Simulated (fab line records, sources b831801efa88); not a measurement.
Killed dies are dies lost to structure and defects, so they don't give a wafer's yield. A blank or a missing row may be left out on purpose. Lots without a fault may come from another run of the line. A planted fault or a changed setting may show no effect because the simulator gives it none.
fab line records | flow sky130
record lots=6 wafers=18 last_day=50
route steps=708 shown GATE_OXIDE@201 POLY_GATE@204 RES_PROTECT@206 PAD_OPEN@708
lots that met no fault: from a run of the same line without faults
start_h: hours from the record's first day to the start of the lot's first wafer shown | wait_h: hours since the lot's step before | " the same as in the row above | L1.1+2: a row that stands for several wafers | - no value, or no start given | * or withheld: withheld | < > ~ a bound
route shown NAME@n: a module of which the file shows steps, and the number in the route of the first | usual: mean/standard deviation of fault-free wafers | same: alike in all rows | chamber/n: place in a boat | sites: the reading at each site | _std_site: their standard deviation | _edge_site: outer sites' mean less inner sites' | radius_mm: how far each site lies from the wafer's centre | mask NAME#n: copy n | behind: the tool/chamber that last shaped the wafer | hold: why the lot was held/for how many hours/how that ended | device: the transistor (n, p or np) that didn't switch | end of line: the same wafers' tests at the end of the route | a step without rows: its recipe alone | killed: dies lost to structure and defects at the first sort, not the wafer's yield | map: a wafer's dies, x killed, . not, _ none there
set.NAME: the setting as run; set.NAME@STEP: as run at that earlier step | model.NAME: the simulator's own value behind a step, which no gauge read
lots at some steps of the route; a table a step, a row a wafer
services: from which hour (start_h, from the record's first day; less than 0 if before it) a tool's chamber was out of use, for how many hours, and why
## steps
# step SKY_GATE_OXIDE_TW_MEAS_14
# usual GATE_OXIDE_TW=224.0/1.4
# columns lot.wafer tool chamber start_h wait_h GATE_OXIDE_TW
L118.2 film_metro-02 - 377.67 0.1 225.7
L118.4 " - " " 225.6
L118.6 " - " " 225.3
L120.1 film_metro-01 - 391.82 0.1 227.0
L120.3 " - " " 225.4
L120.4 " - " " 226.6
L128.1 film_metro-03 - 460.28 0.1 223.7
L128.3 " - " " 223.0
L128.5 " - " " 222.3
L129.1 film_metro-02 - 471.57 0.1 224.6
L129.5 " - " " 225.3
L129.6 " - " " 223.5
L130.2 film_metro-02 - 479.98 0.1 222.5
L130.4 " - " " 223.9
L130.6 " - " " 224.7
L133.2 film_metro-02 - 501.27 0.1 223.7
L133.5 " - " " 224.1
L133.6 " - " " 223.5
# step SKY_GATE_OXIDE_CLEAN_15
# recipe chemistry=SC1/SC2 mix=1:4:20 temp_c=70 time_s=150 dry=n2_spin
# step SKY_GATE_OXIDE_OXIDATION_16
# recipe temp_c=800 ambient=O2 idle_temp_c=700 ramp_up_c_per_min=10 ramp_down_c_per_min=3 stabilise_s=600 purge_s=300 target_thk_a=35.7 ox_time_s=1915
# step SKY_POLY_GATE_CVD_00
# recipe material=poly-Si target_thk_nm=180 temp_c=620 time_s=720 pressure_mtorr=200
# step SKY_POLY_GATE_THK_MEAS_01
# recipe reads=poly-Si_of_POLY_GATE_CVD_00
# usual POLY_GATE_CVD_00_THK=179.7/1.9
# columns lot.wafer tool chamber start_h wait_h POLY_GATE_CVD_00_THK[nm]
L118.2 film_metro-04 - 380.53 0.0 181.5
L118.4 " - " " 181.5
L118.6 " - " " 181.2
L120.1 film_metro-01 - 395.53 0.0 177.9
L120.3 " - " " 177.0
L120.4 " - " " 177.5
L128.1 film_metro-04 - 463.12 0.0 181.5
L128.3 " - " " 180.2
L128.5 " - " " 180.1
L129.1 film_metro-03 - 474.73 0.0 178.3
L129.5 " - " " 178.7
L129.6 " - " " 180.4
L130.2 film_metro-03 - 482.89 0.0 179.8
L130.4 " - " " 180.2
L130.6 " - " " 181.3
L133.2 film_metro-03 - 505.09 0.0 181.5
L133.5 " - " " 180.2
L133.6 " - " " 178.6
# step SKY_RES_PROTECT_DEHYDRATE_00
# recipe temp_c=200 time_s=60
# step SKY_RES_PROTECT_HMDS_01
# recipe prime_time_s=60 prime_temp_c=120
# step SKY_RES_PROTECT_COAT_02
# recipe resist=NOVOLAK spin_rpm=3000 resist_thk_nm=1140
# step SKY_RES_PROTECT_SOFTBAKE_03
# recipe temp_c=90 time_s=60 resist=NOVOLAK
# step SKY_RES_PROTECT_EXPOSE_04
# recipe mask_id=RPM na=0.6 source_shape=conventional sigma_outer=0.6 polarization=unpolarized target_cd_nm=1270 dose_mj=131
# step SKY_RES_PROTECT_PEB_05
# recipe temp_c=withheld time_s=* resist=NOVOLAK
# step SKY_RES_PROTECT_DEVELOP_06
# recipe resist=NOVOLAK developer=TMAH develop_time_s=60 dev_temp_c=23
# step SKY_POLY_GATE_IMPLANT_02
# recipe species=P energy_kev=30 dose_cm2=7.7e+15 tilt_deg=0
# usual beam_on_s=34/5.4 dose_ions_cm2=7.7e+15/9.9e+12 end_station_pressure_torr=1.14e-05/1.7e-06 faraday_current_uA=12602/1900 tilt_deg=0.001/0.022
# columns lot.wafer tool chamber start_h wait_h beam_on_s dose_ions_cm2 end_station_pressure_torr faraday_current_uA tilt_deg
L118.2 implanter-02 0 410.14 0.1 10 2.788e+15 1.82e-05 15075 0.006
L118.4 " 0 " " 10 2.793e+15 1.66e-05 14414 0.012
L118.6 " 0 " " 11 2.787e+15 1.71e-05 14229 0.028
L120.1 implanter-02 0 425.97 0.1 10 2.795e+15 1.69e-05 14695 0.029
L120.3 " 0 " " 10 2.791e+15 1.73e-05 14702 -0.002
L120.4 " 0 " " 10 2.808e+15 1.62e-05 14688 -0.001
L128.1 implanter-02 0 494.87 0.1 29 7.691e+15 1.24e-05 14313 -0.007
L128.3 " 0 " " 28 7.699e+15 1.26e-05 14858 -0.037
L128.5 " 0 " " 29 7.701e+15 1.23e-05 14480 -0.034
L129.1 implanter-03 0 506.43 0.1 42 7.707e+15 9.9e-06 10073 -0.005
L129.5 " 0 " " 42 7.687e+15 9.2e-06 10163 -0.010
L129.6 " 0 " " 41 7.705e+15 1.02e-05 10272 -0.016
L130.2 implanter-03 0 514.19 0.1 41 7.675e+15 9.1e-06 10432 -0.008
L130.4 " 0 " " 41 7.683e+15 9.4e-06 10191 0.009
L130.6 " 0 " " 43 7.699e+15 8.8e-06 9943 -0.019
L133.2 implanter-02 0 535.60 0.1 29 7.7e+15 1.42e-05 14605 -0.013
L133.5 " 0 " " 29 7.701e+15 1.34e-05 14365 -0.017
L133.6 " 0 " " 28 7.694e+15 1.24e-05 15124 0.012
# step SKY_RES_PROTECT_STRIP_07
# recipe chemistry=O2/N2 power_w=1400 pressure_mtorr=1500 platen_temp_c=withheld o2_flow_sccm=3000 n2_flow_sccm=300 overash_fraction=0.5
# usual drypump_motor_current_A=5.9/0.39 n2_flow_sccm=300.0/0.91 oes_product_au=0.518/0.0047 strip_time_to_endpoint_s=23.30/0.048
# columns lot.wafer tool chamber start_h wait_h drypump_motor_current_A n2_flow_sccm oes_product_au rf_hours_counter_h strip_time_to_endpoint_s
L118.2 plasma_asher-02 0 410.27 0.1 6.4 300.3 0.573 57 19.44
L118.4 " 1 " " 5.8 300.1 0.573 - 19.34
L118.6 " 0 " " 6.4 300.4 0.570 - 19.37
L120.1 plasma_asher-02 1 426.12 0.1 5.7 301.4 0.574 59 19.36
L120.3 " 1 " " 5.8 301.7 0.573 - 19.38
L120.4 " 0 " " 6.4 300.6 0.577 - 19.40
L128.1 plasma_asher-04 1 495.02 0.1 5.8 298.8 0.514 6 23.28
L128.3 " 1 " " 5.8 299.1 0.522 - 23.31
L128.5 " 0 " " 5.5 301.9 0.520 - 23.25
L129.1 plasma_asher-02 1 506.58 0.1 5.8 301.1 0.513 65 23.32
L129.5 " 1 " " 5.7 301.9 0.515 - 23.34
L129.6 " 0 " " 6.4 301.7 0.519 - 23.36
L130.2 plasma_asher-04 0 514.32 0.1 5.5 299.7 0.525 8 23.44
L130.4 " 0 " " 5.5 300.0 0.514 - 23.41
L130.6 " 1 " " 5.8 299.9 0.513 - 23.44
L133.2 plasma_asher-03 0 535.73 0.1 6.3 300.3 0.518 85 23.23
L133.5 " 0 " " 6.3 299.8 0.525 - 23.29
L133.6 " 1 " " 5.4 300.4 0.527 - 23.31
# step SKY_RES_PROTECT_TW_MEAS_08
# usual POLY_GATE_TW=4028/22
# columns lot.wafer tool chamber start_h wait_h POLY_GATE_TW
L118.2 film_metro-03 - 410.38 0.1 3647
L118.4 " - " " 3651
L118.6 " - " " 3636
L120.1 film_metro-03 - 426.22 0.1 3637
L120.3 " - " " 3651
L120.4 " - " " 3651
L128.1 film_metro-04 - 495.12 0.1 4022
L128.3 " - " " 4036
L128.5 " - " " 4036
L129.1 film_metro-03 - 506.68 0.1 4037
L129.5 " - " " 4049
L129.6 " - " " 4068
L130.2 film_metro-04 - 514.43 0.1 4023
L130.4 " - " " 4033
L130.6 " - " " 4042
L133.2 film_metro-04 - 535.84 0.1 4040
L133.5 " - " " 4053
L133.6 " - " " 4069
# step SKY_RES_PROTECT_CLEAN_09
# recipe chemistry=SC1/SC2 mix=1:4:20 temp_c=70 time_s=150 dry=n2_spin
# step SKY_PAD_OPEN_PROBE_99
# usual killed_at_M0_to_M3=44/7 killed_at_M4_up=3.0/1.8 killed_at_contacts=24/4.9 killed_at_front_end=15/5 killed_at_other=0.2/0.53 killed_dies=87/8.7 killed_open=48/6.8 killed_short=39/5.7
# same gross_dies=492 killed_at_back_side=0
# columns lot.wafer tool chamber start_h wait_h killed_at_M0_to_M3 killed_at_M4_up killed_at_contacts killed_at_front_end killed_at_other killed_dies killed_open killed_short model.etest.res_poly.line_ohm_um model.etest.licon_poly.rc_ohm model.etest.res_poly.rs_ohm_sq model.etest.nfet_01v8.r_on_ohm_um model.etest.nfet_01v8_turned.drive_ua_um model.etest.nfet_01v8_swapped.drive_ua_um model.etest.nfet_01v8_lvt.drive_ua_um model.etest.nfet_01v8.drive_ua_um
L118.2 prober-01 - 1127.74 0.1 27 2 36 21 0 86 55 31 1504 1102 146.2 876.9 483.7 478 548.7 476.8
L118.4 prober-01 - 1127.84 0.2 44 1 25 14 0 84 43 41 1563 1092 148.4 852.9 481.7 481 558.8 480.2
L118.6 prober-01 - 1127.94 0.2 39 2 26 13 0 80 40 40 1559 1057 145.8 855.3 489.2 487.5 560.1 491
L120.1 prober-01 - 1136.40 0.1 42 3 28 18 0 91 47 44 1585 1040 147.2 849.8 491.3 494.1 559 489.9
L120.3 prober-01 - 1136.50 0.2 44 2 22 12 1 81 46 35 1602 982.8 147.4 836 498.4 498.8 569 497.9
L120.4 prober-01 - 1136.55 0.2 35 1 27 20 0 83 43 40 1552 969.1 147.4 866 476.8 480 553.1 479.2
L128.1 prober-01 - 1175.13 0.1 46 1 16 29 1 93 56 37 514.8 158.2 48.16 822.2 518.7 518.2 590.8 520
L128.3 prober-01 - 1175.23 0.2 39 2 29 16 0 86 47 39 522.1 162.1 48.55 818.6 517.1 517 586.1 514.5
L128.5 prober-01 - 1175.33 0.2 50 2 18 16 0 86 53 33 531.5 156.9 48.31 838.7 503.8 500.1 574.4 504.1
L129.1 prober-02 - 1180.66 0.1 55 3 18 12 0 88 44 44 542.5 148.8 48.21 826.3 505 504 570.2 501.4
L129.5 prober-02 - 1180.86 0.2 52 2 21 12 1 88 49 39 504 153.3 48.47 849.8 493.4 497.5 562.7 492.6
L129.6 prober-02 - 1180.91 0.2 53 0 19 16 0 88 55 33 518.9 151.8 47.93 832.8 500.1 500.6 573.9 503.4
L130.2 prober-01 - 1186.06 0.1 40 2 22 11 0 75 41 34 534.7 148.3 48.31 825.2 520.4 517.6 590.8 514.9
L130.4 prober-01 - 1186.16 0.2 64 2 21 24 0 111 70 41 510.3 150.9 48.35 819.4 515.9 516.2 592 513.2
L130.6 prober-01 - 1186.26 0.2 40 2 24 19 0 85 34 51 517.9 148.3 48.39 820.1 511.3 513.2 592.3 514
L133.2 prober-02 - 1199.54 0.1 49 2 18 9 0 78 47 31 508.1 148.2 47.79 855.6 487.1 486.9 560 485.1
L133.5 prober-02 - 1199.69 0.2 35 1 33 13 0 82 50 32 501.4 150.3 48.53 867.5 487.4 486.8 556.2 485.5
L133.6 prober-02 - 1199.74 0.2 41 1 25 18 0 85 52 33 507.1 147.6 48.17 847.8 495.7 495.7 564.4 495.1
# killed by level:class
L118.2 CONTACT:geometric_particle:open=16 LI_CONTACT:geometric_particle:open=9 VIA1:geometric_particle:open=7 FIELD_ISO:geometric_particle:short=6 VIA2:geometric_particle:open=6 FIELD_ISO:geometric_particle:open=5 LOCAL_INTERCONNECT:geometric_particle:short=5 POLY_GATE:geometric_particle:open=4
L118.4 VIA1:geometric_particle:open=9 LI_CONTACT:geometric_particle:open=7 CONTACT:geometric_particle:open=7 VIA3:geometric_particle:open=6 VIA2:geometric_particle:open=6 CONTACT:geometric_particle:short=5 LOCAL_INTERCONNECT:geometric_particle:short=5 METAL1:geometric_particle:short=5
L118.6 LI_CONTACT:geometric_particle:open=10 VIA1:geometric_particle:open=7 CONTACT:geometric_particle:short=7 VIA3:geometric_particle:open=7 CONTACT:geometric_particle:open=6 POLY_GATE:geometric_particle:short=5 METAL1:geometric_particle:short=5 VIA2:geometric_particle:open=5
L120.1 VIA3:geometric_particle:open=10 VIA1:geometric_particle:open=9 CONTACT:geometric_particle:open=7 VIA2:geometric_particle:open=7 FIELD_ISO:geometric_particle:short=6 LI_CONTACT:geometric_particle:open=6 LOCAL_INTERCONNECT:geometric_particle:short=5 METAL2:geometric_particle:short=5
L120.3 VIA1:geometric_particle:open=13 VIA2:geometric_particle:open=11 CONTACT:geometric_particle:open=8 LI_CONTACT:geometric_particle:open=6 METAL1:geometric_particle:short=6 FIELD_ISO:geometric_particle:short=5 VIA3:geometric_particle:short=5 POLY_GATE:geometric_particle:open=3
L120.4 LI_CONTACT:geometric_particle:open=11 CONTACT:geometric_particle:open=7 FIELD_ISO:geometric_particle:short=6 CONTACT:geometric_particle:short=6 VIA3:geometric_particle:open=6 VIA1:geometric_particle:open=5 METAL2:geometric_particle:short=5 VIA3:geometric_particle:short=5
L128.1 VIA1:geometric_particle:open=11 VIA2:geometric_particle:open=9 CONTACT:geometric_particle:open=9 FIELD_ISO:geometric_particle:open=8 POLY_GATE:geometric_particle:open=8 POLY_GATE:geometric_particle:short=6 METAL2:geometric_particle:short=6 METAL1:geometric_particle:short=5
L128.3 LI_CONTACT:geometric_particle:open=12 VIA1:geometric_particle:open=9 VIA3:geometric_particle:open=7 CONTACT:geometric_particle:open=6 FIELD_ISO:geometric_particle:open=5 LOCAL_INTERCONNECT:geometric_particle:short=5 VIA1:geometric_particle:short=5 FIELD_ISO:geometric_particle:short=4
L128.5 VIA1:geometric_particle:open=17 LI_CONTACT:geometric_particle:open=8 VIA2:geometric_particle:open=8 VIA3:geometric_particle:open=5 FIELD_ISO:geometric_particle:open=4 POLY_GATE:geometric_particle:short=4 CONTACT:geometric_particle:short=4 VIA1:geometric_particle:short=4
L129.1 VIA1:geometric_particle:open=12 METAL1:geometric_particle:short=10 VIA2:geometric_particle:open=9 VIA1:geometric_particle:short=7 FIELD_ISO:geometric_particle:short=5 LI_CONTACT:geometric_particle:open=5 CONTACT:geometric_particle:open=5 METAL2:geometric_particle:short=5
L129.5 VIA1:geometric_particle:open=17 VIA3:geometric_particle:open=8 VIA1:geometric_particle:short=6 VIA2:geometric_particle:open=6 CONTACT:geometric_particle:short=5 CONTACT:geometric_particle:open=5 POLY_CUT:geometric_particle:short=4 LI_CONTACT:geometric_particle:open=4
L129.6 VIA2:geometric_particle:open=13 VIA1:geometric_particle:open=11 CONTACT:geometric_particle:open=8 VIA3:geometric_particle:open=8 VIA1:geometric_particle:short=6 FIELD_ISO:geometric_particle:open=5 LI_CONTACT:geometric_particle:open=4 FIELD_ISO:geometric_particle:short=3
L130.2 CONTACT:geometric_particle:open=10 LOCAL_INTERCONNECT:geometric_particle:short=7 VIA1:geometric_particle:open=7 VIA3:geometric_particle:open=7 METAL1:geometric_particle:short=5 METAL2:geometric_particle:short=5 METAL3:geometric_particle:short=5 FIELD_ISO:geometric_particle:open=4
L130.4 VIA1:geometric_particle:open=21 CONTACT:geometric_particle:open=12 VIA3:geometric_particle:open=10 VIA2:geometric_particle:open=7 POLY_GATE:geometric_particle:open=7 VIA1:geometric_particle:short=6 METAL2:geometric_particle:short=6 POLY_GATE:geometric_particle:short=5
L130.6 METAL1:geometric_particle:short=9 CONTACT:geometric_particle:short=9 POLY_GATE:geometric_particle:short=8 VIA1:geometric_particle:open=8 CONTACT:geometric_particle:open=7 FIELD_ISO:geometric_particle:open=4 LOCAL_INTERCONNECT:geometric_particle:short=4 VIA1:geometric_particle:short=4
L133.2 VIA1:geometric_particle:open=10 VIA3:geometric_particle:open=8 VIA2:geometric_particle:open=7 METAL2:geometric_particle:short=6 LI_CONTACT:geometric_particle:open=5 CONTACT:geometric_particle:open=5 VIA3:geometric_particle:short=5 VIA2:geometric_particle:short=4
L133.5 CONTACT:geometric_particle:open=11 LI_CONTACT:geometric_particle:open=9 LOCAL_INTERCONNECT:geometric_particle:short=8 VIA1:geometric_particle:open=8 VIA2:geometric_particle:open=6 FIELD_ISO:geometric_particle:open=4 VIA1:geometric_particle:short=4 METAL1:geometric_particle:short=4
L133.6 VIA1:geometric_particle:open=12 CONTACT:geometric_particle:open=11 VIA2:geometric_particle:open=8 CONTACT:geometric_particle:short=6 POLY_GATE:geometric_particle:short=5 LI_CONTACT:geometric_particle:open=5 METAL1:geometric_particle:short=5 VIA3:geometric_particle:short=5
## services
# columns tool chamber start_h hours kind
implanter-03 - 387.24 5.3 repair
implanter-03 - 412.92 0.9 repair
plasma_asher-04 - 421.25 9.0 pm
plasma_asher-04 0 421.25 9.0 vent_cycle
plasma_asher-04 1 421.25 9.0 vent_cycle
plasma_asher-04 0 430.25 - clean
plasma_asher-04 1 430.25 - clean
implanter-02 - 448.95 5.7 repair
implanter-03 - 458.69 2.9 pm
plasma_asher-02 - 490.29 15.6 pm
implanter-03 - 497.48 1.3 repair
plasma_asher-02 - 519.09 1.8 repair
implanter-03 - 528.33 89.0 repair
## key
first_sign step=SKY_POLY_GATE_IMPLANT_02 reading=dose_ions_cm2 direction=down sigmas=99+ usual=* struck=*
effect step=SKY_POLY_GATE_IMPLANT_02 reading=beam_on_s direction=down sigmas=4.4 usual=34 struck=10
effect step=SKY_RES_PROTECT_STRIP_07 reading=strip_time_to_endpoint_s direction=down sigmas=81 usual=* struck=*
effect step=SKY_RES_PROTECT_TW_MEAS_08 reading=POLY_GATE_TW direction=down sigmas=17 usual=4028 struck=3646
model_effect step=SKY_PAD_OPEN_PROBE_99 value=etest.res_poly.line_ohm_um without=517.3 struck=1561
met_at SKY_POLY_GATE_IMPLANT_02
struck_wafers L118.2,L118.4,L118.6,L120.1,L120.3,L120.4
tester_left_out L118,L120
fault kind=process_parameter_drift tool=implanter-02 chamber=- onset_h=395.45 steps=SKY_POLY_GATE_IMPLANT_02 channel=dose_cm2 offset=* shape=step end_h=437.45 acts_in=* stated=*
# tester_left_out: of these lots the tester's yield and bins aren't shown, on N5 and GAA mostly nor the transistor test; their killed dies are dies lost to structure and defects alone, not to doping, threshold or leakage, so they don't give the yield
